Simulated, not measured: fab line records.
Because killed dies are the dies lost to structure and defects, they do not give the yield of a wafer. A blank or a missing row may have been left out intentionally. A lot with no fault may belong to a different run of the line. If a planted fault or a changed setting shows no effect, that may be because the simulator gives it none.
fab line records | flow sky130
[record] lots = 10 | wafers = 30 | last_day = 50
route steps=708 shown VIA2@521 CAPM@537 METAL3@567
lots that met no fault: taken from a fault-free run of the same line
start_h: the number of hours between the record's first day and the start of the first shown wafer of the lot | wait_h: hours elapsed since this lot's preceding step | " same as the row above | L1.1+2: a single row standing in for several wafers | - value missing, or start not given | * or withheld: withheld | < > ~ a bound
route shown NAME@n: NAME is a module with steps in the file, n the number in the route of the first one | usual: the fault-free wafers' mean and standard deviation | same: alike in all rows | chamber/n: place in a boat | sites: per-site readings | _std_site: standard deviation across them | _edge_site: the outer-site mean with the inner-site mean subtracted | radius_mm: for every site, how far away it sits from the centre of the wafer | mask NAME#n: copy n | behind: the last tool/chamber to shape the wafer | hold: what put the lot on hold/how long, in hours/how the hold closed | device: transistor that didn't switch, given as n, p or np | end of line: tests of these same wafers at the route's end | a step given without rows: its recipe and nothing more | killed: count of dies lost to structure and defects at first sort (not the wafer's yield) | map: shows each die of a wafer: x if killed, . if not, _ if none is there
set.NAME: the setting the step ran with; set.NAME@STEP: the setting that earlier step ran with | model.NAME: the simulator's own value behind a step, which no gauge read
steps of the route over a sample of lots; a table a step, a row a wafer
services: when a tool's chamber went out of use (start_h, in hours from the record's first day, below 0 if earlier), for how many hours, and the reason
[[steps]]
[step SKY_VIA2_ETCH_14]
[recipe] chemistry = N2/H2 | target = BARC | ion_energy_ev = 200 | source_w = 500 | bias_w = 100 | pressure_mtorr = 30 | n2_flow_sccm = 100 | h2_flow_sccm = 200 | stop_on = SiO2 | time_s = 45.9 | target_depth_a = 600
[usual] bias_w = 99.98/0.3 | drypump_motor_current_A = 5.8/0.42 | oes_product_au = 0.855/0.0047 | throttle_valve_pct = 13.225/0.0094
lot.wafer | tool        | chamber | start_h | wait_h | bias_w | drypump_motor_current_A | oes_product_au | rf_hours_counter_h | throttle_valve_pct
L632.4    | rie_diel-01 | 0       | 854.64  | 0.0    | 99.92  | 5.4                     | 0.851          | 8                  | 13.237
L632.5    | "           | 0       | "       | "      | 100.62 | 5.4                     | 0.859          | -                  | 13.212
L632.6    | "           | 1       | "       | "      | 100.43 | 6.4                     | 0.852          | -                  | 13.230
L637.2    | rie_diel-02 | 2       | 901.43  | 0.0    | 100.16 | 5.8                     | 0.850          | 11                 | 13.222
L637.4    | "           | 0       | "       | "      | 100.15 | 5.3                     | 0.845          | 11                 | 13.208
L637.6    | "           | 2       | "       | "      | 100.60 | 5.8                     | 0.855          | -                  | 13.222
L641.2    | rie_diel-01 | 3       | 929.81  | 0.0    | 100.42 | 5.5                     | 0.851          | 22                 | 13.215
L641.3    | "           | 0       | "       | "      | 100.57 | 5.4                     | 0.854          | 10                 | 13.211
L641.4    | "           | 1       | "       | "      | 99.51  | 6.4                     | 0.861          | 4                  | 13.204
L643.2    | rie_diel-02 | 1       | 944.74  | 0.0    | 100.17 | 5.7                     | 0.851          | 16                 | 13.221
L643.3    | "           | 3       | "       | "      | 100.11 | 6.6                     | 0.862          | 2                  | 13.228
L643.4    | "           | 3       | "       | "      | 99.80  | 6.6                     | 0.861          | -                  | 13.210
L646.1    | rie_diel-01 | 1       | 952.99  | 0.0    | 99.61  | 6.4                     | 0.852          | 5                  | 13.223
L646.4    | "           | 2       | "       | "      | 99.52  | 5.2                     | 0.850          | 16                 | 13.216
L646.5    | "           | 0       | "       | "      | 100.14 | 5.4                     | 0.858          | -                  | 13.212
L647.3    | rie_diel-01 | 1       | 961.84  | 0.0    | 100.15 | 6.4                     | 0.863          | 5                  | 13.204
L647.4    | "           | 3       | "       | "      | 99.95  | 5.6                     | 0.861          | 22                 | 13.227
L647.6    | "           | 2       | "       | "      | 100.16 | 5.2                     | 0.863          | -                  | 13.233
L650.3    | rie_diel-04 | 0       | 985.78  | 0.0    | 99.55  | 6.3                     | 0.848          | 17                 | 13.220
L650.5    | "           | 3       | "       | "      | 100.15 | 6.1                     | 0.854          | -                  | 13.240
L650.6    | "           | 1       | "       | "      | 99.31  | 6.0                     | 0.852          | -                  | 13.226
L653.2    | rie_diel-01 | 2       | 999.94  | 0.0    | 100.50 | 5.2                     | 0.860          | 17                 | 13.233
L653.3    | "           | 0       | "       | "      | 99.43  | 5.4                     | 0.851          | 12                 | 13.213
L653.5    | "           | 2       | "       | "      | 100.34 | 5.3                     | 0.855          | -                  | 13.208
L655.1    | rie_diel-01 | 1       | 1008.59 | 0.0    | 99.58  | 6.4                     | 0.859          | 6                  | 13.215
L655.4    | "           | 0       | "       | "      | 99.92  | 5.4                     | 0.845          | 12                 | 13.218
L655.5    | "           | 0       | "       | "      | 99.95  | 5.4                     | 0.854          | -                  | 13.228
L654.1    | rie_diel-04 | 1       | 1011.13 | 0.0    | 99.77  | 5.9                     | 0.860          | 9                  | 13.214
L654.2    | "           | 3       | "       | "      | 99.85  | 6.1                     | 0.846          | 13                 | 13.214
L654.4    | "           | 0       | "       | "      | 99.65  | 6.3                     | 0.858          | 17                 | 13.228
[step SKY_VIA2_RS_MEAS_22]
[recipe] thk_meas_gauge = four-point-probe | reads = W_of_VIA2_CVD_21+TiN_of_VIA2_SPUTTER_20
[usual] VIA2_W_RS = 0.275/0.0041
lot.wafer | tool          | chamber | start_h | wait_h | VIA2_W_RS[ohm/sq]
L632.4    | film_metro-01 | -       | 855.62  | 0.1    | 0.279
L632.5    | "             | -       | "       | "      | 0.275
L632.6    | "             | -       | "       | "      | 0.277
L637.2    | film_metro-02 | -       | 902.34  | 0.1    | 0.279
L637.4    | "             | -       | "       | "      | 0.282
L637.6    | "             | -       | "       | "      | 0.277
L641.2    | film_metro-02 | -       | 930.76  | 0.1    | 0.278
L641.3    | "             | -       | "       | "      | 0.275
L641.4    | "             | -       | "       | "      | 0.276
L643.2    | film_metro-01 | -       | 945.65  | 0.1    | 0.271
L643.3    | "             | -       | "       | "      | 0.269
L643.4    | "             | -       | "       | "      | 0.278
L646.1    | film_metro-02 | -       | 953.89  | 0.1    | 0.276
L646.4    | "             | -       | "       | "      | 0.280
L646.5    | "             | -       | "       | "      | 0.276
L647.3    | film_metro-03 | -       | 962.77  | 0.1    | 0.267
L647.4    | "             | -       | "       | "      | 0.277
L647.6    | "             | -       | "       | "      | 0.264
L650.3    | film_metro-01 | -       | 986.71  | 0.1    | 0.282
L650.5    | "             | -       | "       | "      | 0.270
L650.6    | "             | -       | "       | "      | 0.280
L653.2    | film_metro-03 | -       | 1000.85 | 0.1    | 0.281
L653.3    | "             | -       | "       | "      | 0.281
L653.5    | "             | -       | "       | "      | 0.268
L655.1    | film_metro-02 | -       | 1009.49 | 0.1    | 0.279
L655.4    | "             | -       | "       | "      | 0.281
L655.5    | "             | -       | "       | "      | 0.279
L654.1    | film_metro-02 | -       | 1012.03 | 0.1    | 0.267
L654.2    | "             | -       | "       | "      | 0.279
L654.4    | "             | -       | "       | "      | 0.270
[step SKY_CAPM_CVD_00]
[recipe] material = SiO2 | target_thk_nm = 15.5 | temp_c = 400 | time_s = withheld | rf_w = 450
[usual] heater_power_w = 690/98
lot.wafer | tool     | chamber | start_h | wait_h | heater_power_w
L632.4    | pecvd-04 | 2       | 856.20  | 0.0    | 764
L632.5    | "        | 0       | "       | "      | 567
L632.6    | "        | 1       | "       | "      | 619
L637.2    | pecvd-04 | 2       | 902.96  | 0.0    | 793
L637.4    | "        | 1       | "       | "      | 589
L637.6    | "        | 0       | "       | "      | 627
L641.2    | pecvd-04 | 0       | 931.37  | 0.0    | 566
L641.3    | "        | 2       | "       | "      | 840
L641.4    | "        | 0       | "       | "      | 604
L643.2    | pecvd-01 | 0       | 946.33  | 0.0    | 700
L643.3    | "        | 2       | "       | "      | 535
L643.4    | "        | 1       | "       | "      | 705
L646.1    | pecvd-01 | 2       | 954.52  | 0.0    | 582
L646.4    | "        | 1       | "       | "      | 705
L646.5    | "        | 2       | "       | "      | 575
L647.3    | pecvd-01 | 0       | 963.36  | 0.0    | 656
L647.4    | "        | 0       | "       | "      | 657
L647.6    | "        | 2       | "       | "      | 571
L650.3    | pecvd-01 | 2       | 987.30  | 0.0    | 588
L650.5    | "        | 2       | "       | "      | 608
L650.6    | "        | 1       | "       | "      | 646
L653.2    | pecvd-04 | 2       | 1001.46 | 0.0    | 776
L653.3    | "        | 1       | "       | "      | 604
L653.5    | "        | 0       | "       | "      | 657
L655.1    | pecvd-01 | 2       | 1010.13 | 0.0    | 603
L655.4    | "        | 1       | "       | "      | 707
L655.5    | "        | 0       | "       | "      | 763
L654.1    | pecvd-02 | 2       | 1012.66 | 0.0    | 743
L654.2    | "        | 1       | "       | "      | 656
L654.4    | "        | 1       | "       | "      | 654
[step SKY_CAPM_THK_MEAS_01]
[recipe] reads = SiO2_of_CAPM_CVD_00
[usual] CAPM_CVD_00_THK = 15.52/0.25
lot.wafer | tool          | chamber | start_h | wait_h | CAPM_CVD_00_THK[nm]
L632.4    | film_metro-01 | -       | 856.24  | -      | 15.54
L632.5    | "             | -       | "       | "      | 15.44
L632.6    | "             | -       | "       | "      | 15.30
L637.2    | film_metro-02 | -       | 902.99  | -      | 15.29
L637.4    | "             | -       | "       | "      | 15.46
L637.6    | "             | -       | "       | "      | 15.37
L641.2    | film_metro-01 | -       | 931.41  | -      | 14.03
L641.3    | "             | -       | "       | "      | 15.69
L641.4    | "             | -       | "       | "      | 14.67
L643.2    | film_metro-02 | -       | 946.37  | -      | 15.58
L643.3    | "             | -       | "       | "      | 15.63
L643.4    | "             | -       | "       | "      | 15.60
L646.1    | film_metro-04 | -       | 954.54  | -      | 15.49
L646.4    | "             | -       | "       | "      | 15.35
L646.5    | "             | -       | "       | "      | 15.49
L647.3    | film_metro-01 | -       | 963.41  | -      | 15.59
L647.4    | "             | -       | "       | "      | 15.64
L647.6    | "             | -       | "       | "      | 15.97
L650.3    | film_metro-02 | -       | 987.34  | -      | 15.63
L650.5    | "             | -       | "       | "      | 15.85
L650.6    | "             | -       | "       | "      | 15.29
L653.2    | film_metro-04 | -       | 1001.49 | -      | 15.54
L653.3    | "             | -       | "       | "      | 15.57
L653.5    | "             | -       | "       | "      | 15.69
L655.1    | film_metro-04 | -       | 1010.15 | -      | 15.21
L655.4    | "             | -       | "       | "      | 15.30
L655.5    | "             | -       | "       | "      | 15.42
L654.1    | film_metro-01 | -       | 1012.69 | -      | 15.40
L654.2    | "             | -       | "       | "      | 15.19
L654.4    | "             | -       | "       | "      | 15.62
[step SKY_CAPM_METAL_ETCH_13]
[recipe] target_depth_nm = 220 | stop_on = SiO2 | chemistry = Cl2/BCl3 | target = TiN | pressure_mtorr = 10 | icp_w = 900 | bias_w = 48.5 | Cl2_flow_sccm = 60 | bcl3_flow_sccm = 30 | time_s = 62.9
[usual] bias_w = 48.50/0.15 | drypump_motor_current_A = 5.56/0.24 | he_backside_leak_sccm = 3.30/0.22 | oes_product_au = 0.940/0.007 | throttle_valve_pct = 21.903/0.011
lot.wafer | tool         | chamber | start_h | wait_h | bias_w | drypump_motor_current_A | he_backside_leak_sccm | oes_product_au | rf_hours_counter_h | throttle_valve_pct
L632.4    | rie_metal-01 | 1       | 882.32  | 0.0    | 48.35  | 5.48                    | 3.13                  | 0.941          | -                  | 21.897
L632.5    | "            | 1       | "       | "      | 48.35  | 5.51                    | 3.06                  | 0.948          | -                  | 21.897
L632.6    | "            | 0       | "       | "      | 48.42  | 5.76                    | 3.28                  | 0.946          | -                  | 21.920
L637.2    | rie_metal-01 | 1       | 927.56  | 0.0    | 48.52  | 5.50                    | 3.10                  | 0.941          | 5                  | 21.907
L637.4    | "            | 0       | "       | "      | 48.63  | 5.75                    | 3.24                  | 0.948          | -                  | 21.913
L637.6    | "            | 0       | "       | "      | 48.56  | 5.80                    | 3.16                  | 0.940          | -                  | 21.918
L641.2    | rie_metal-01 | 0       | 955.37  | 0.0    | 48.47  | 5.76                    | 3.49                  | 0.946          | 14                 | 21.890
L641.3    | "            | 0       | "       | "      | 48.47  | 5.77                    | 3.37                  | 0.943          | -                  | 21.900
L641.4    | "            | 1       | "       | "      | 48.22  | 5.47                    | 3.05                  | 0.939          | -                  | 21.904
L643.2    | rie_metal-01 | 1       | 970.65  | 0.0    | 48.65  | 5.48                    | 3.11                  | 0.946          | 9                  | 21.909
L643.3    | "            | 1       | "       | "      | 48.45  | 5.49                    | 3.01                  | 0.946          | -                  | 21.905
L643.4    | "            | 0       | "       | "      | 48.49  | 5.79                    | 3.98                  | 0.940          | -                  | 21.904
L646.1    | rie_metal-03 | 1       | 978.22  | 0.0    | 48.71  | 5.65                    | 3.31                  | 0.941          | 9                  | 21.899
L646.4    | "            | 0       | "       | "      | 48.49  | 5.62                    | 3.35                  | 0.945          | -                  | 21.883
L646.5    | "            | 0       | "       | "      | 48.47  | 5.64                    | 3.72                  | 0.943          | -                  | 21.907
L647.3    | rie_metal-02 | 0       | 986.89  | 0.0    | 48.61  | 5.75                    | 3.44                  | 0.922          | -                  | 21.918
L647.4    | "            | 1       | "       | "      | 48.46  | 4.99                    | 3.21                  | 0.936          | -                  | 21.897
L647.6    | "            | 1       | "       | "      | 48.70  | 4.99                    | 3.34                  | 0.938          | -                  | 21.896
L650.3    | rie_metal-03 | 1       | 1010.62 | 0.0    | 48.74  | 5.63                    | 3.49                  | 0.947          | -                  | 21.909
L650.5    | "            | 0       | "       | "      | 48.30  | 5.64                    | 3.23                  | 0.938          | -                  | 21.906
L650.6    | "            | 1       | "       | "      | 48.56  | 5.69                    | 3.40                  | 0.935          | -                  | 21.903
L653.2    | rie_metal-01 | 1       | 1024.27 | 0.0    | 48.63  | 5.48                    | 3.20                  | 0.949          | 11                 | 21.903
L653.3    | "            | 0       | "       | "      | 48.45  | 5.80                    | 3.23                  | 0.941          | -                  | 21.898
L653.5    | "            | 0       | "       | "      | 48.57  | 5.78                    | 3.22                  | 0.939          | -                  | 21.914
L655.1    | rie_metal-03 | 0       | 1032.22 | 0.0    | 48.18  | 5.61                    | 3.32                  | 0.950          | 22                 | 21.918
L655.4    | "            | 1       | "       | "      | 48.52  | 5.60                    | 3.31                  | 0.934          | -                  | 21.887
L655.5    | "            | 1       | "       | "      | 48.45  | 5.65                    | 3.32                  | 0.946          | -                  | 21.902
L654.1    | rie_metal-01 | 1       | 1034.32 | 0.0    | 48.29  | 5.46                    | 3.23                  | 0.941          | 12                 | 21.898
L654.2    | "            | 0       | "       | "      | 48.33  | 5.78                    | 3.31                  | 0.941          | 18                 | 21.910
L654.4    | "            | 0       | "       | "      | 48.29  | 5.76                    | 3.31                  | 0.943          | -                  | 21.878
[step SKY_METAL3_ETCH_17]
[recipe] target = SiO2 | stop_on = TiN | chemistry = C4F8/O2/Ar | source_w = 1500 | bias_w = 1200 | pressure_mtorr = 40 | c4f8_flow_sccm = withheld | O2_flow_sccm = 6 | Ar_flow_sccm = 300 | time_s = 3.9 | target_depth_a = 150
[usual] bias_w = 1200/3.3 | oes_product_au = 0.751/0.0077
lot.wafer | tool        | chamber | start_h | wait_h | bias_w | oes_product_au | rf_hours_counter_h
L632.4    | rie_diel-02 | 0       | 908.79  | 0.0    | 1195   | 0.758          | 11
L632.5    | "           | 2       | "       | "      | 1200   | 0.746          | -
L632.6    | "           | 3       | "       | "      | 1201   | 0.748          | -
L637.2    | rie_diel-02 | 3       | 952.60  | 0.1    | 1197   | 0.748          | 2
L637.4    | "           | 0       | "       | "      | 1195   | 0.754          | 13
L637.6    | "           | 0       | "       | "      | 1206   | 0.744          | -
L641.2    | rie_diel-04 | 0       | 980.90  | 0.1    | 1198   | 0.716          | 16
L641.3    | "           | 1       | "       | "      | 1200   | 0.759          | 8
L641.4    | "           | 0       | "       | "      | 1198   | 0.733          | -
L643.2    | rie_diel-03 | 2       | 994.85  | 0.1    | 1202   | 0.759          | 11
L643.3    | "           | 3       | "       | "      | 1201   | 0.747          | 13
L643.4    | "           | 0       | "       | "      | 1200   | 0.753          | 14
L646.1    | rie_diel-04 | 2       | 1002.30 | 0.1    | 1204   | 0.745          | 1
L646.4    | "           | 1       | "       | "      | 1206   | 0.746          | 9
L646.5    | "           | 0       | "       | "      | 1205   | 0.752          | -
L647.3    | rie_diel-03 | 1       | 1010.55 | 0.0    | 1200   | 0.751          | 21
L647.4    | "           | 0       | "       | "      | 1203   | 0.751          | 14
L647.6    | "           | 2       | "       | "      | 1196   | 0.757          | -
L650.3    | rie_diel-03 | 1       | 1033.85 | 0.0    | 1202   | 0.759          | 21
L650.5    | "           | 1       | "       | "      | 1197   | 0.756          | -
L650.6    | "           | 2       | "       | "      | 1197   | 0.739          | -
L653.2    | rie_diel-04 | 0       | 1047.27 | 0.1    | 1200   | 0.749          | 19
L653.3    | "           | 1       | "       | "      | 1201   | 0.749          | 11
L653.5    | "           | 1       | "       | "      | 1204   | 0.752          | -
L655.1    | rie_diel-02 | 3       | 1055.55 | 0.1    | 1205   | 0.738          | 7
L655.4    | "           | 0       | "       | "      | 1200   | 0.741          | 17
L655.5    | "           | 3       | "       | "      | 1202   | 0.739          | -
L654.1    | rie_diel-02 | 2       | 1056.37 | 0.1    | 1201   | 0.746          | 16
L654.2    | "           | 0       | "       | "      | 1204   | 0.747          | 17
L654.4    | "           | 1       | "       | "      | 1201   | 0.752          | 20
[[services]]
tool         | chamber | start_h | hours | kind
rie_metal-01 | -       | 833.67  | 0.2   | repair
rie_metal-01 | -       | 838.06  | 1.0   | repair
rie_diel-04  | -       | 840.68  | 1.1   | repair
rie_diel-01  | 1       | 843.35  | 7.5   | repair
rie_diel-01  | 0       | 846.48  | 5.1   | repair
rie_metal-01 | -       | 857.63  | 1.4   | pm
rie_diel-03  | 1       | 896.82  | 5.1   | repair
rie_diel-03  | -       | 906.31  | 2.8   | pm
rie_diel-02  | 1       | 909.48  | 1.8   | repair
rie_diel-04  | 0       | 909.98  | 1.7   | repair
rie_metal-01 | 0       | 930.71  | 13.0  | repair
rie_diel-04  | 0       | 942.26  | 25.2  | repair
rie_diel-02  | 2       | 943.11  | 6.7   | repair
pecvd-04     | -       | 958.93  | 2.8   | pm
rie_diel-04  | 1       | 960.04  | 7.6   | repair
rie_diel-01  | -       | 963.33  | 0.1   | repair
rie_diel-03  | -       | 972.64  | 0.8   | repair
rie_diel-01  | -       | 981.07  | 14.6  | pm
pecvd-01     | -       | 997.29  | 1.7   | repair
rie_diel-02  | -       | 1021.38 | 0.2   | repair
pecvd-01     | -       | 1033.78 | 15.2  | repair
rie_metal-03 | 0       | 1039.34 | 3.6   | repair
pecvd-04     | 2       | 1049.18 | 9.2   | repair
rie_diel-03  | -       | 1056.03 | 1.4   | repair
[[key]]
[first_sign] step = SKY_CAPM_THK_MEAS_01 | reading = CAPM_CVD_00_THK | direction = down | sigmas = 4.6 | usual = 15.52 | struck = 14.35
[effect] step = SKY_METAL3_ETCH_17 | reading = oes_product_au | direction = down | sigmas = 3.4 | usual = 0.751 | struck = 0.724
met_at SKY_CAPM_CVD_00
struck_lots L641
struck_wafers L641.2,L641.4
not_acting_at SKY_VIA2_ETCH_14,SKY_VIA2_RS_MEAS_22,SKY_CAPM_METAL_ETCH_13
onset_between 902.96 931.37
[fault] kind = process_parameter_drift | tool = pecvd-04 | chamber = 0 | onset_h = 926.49 | steps = SKY_CAPM_CVD_00 | channel = time_s | offset = withheld | shape = step | end_h = 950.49 | acts_in = *
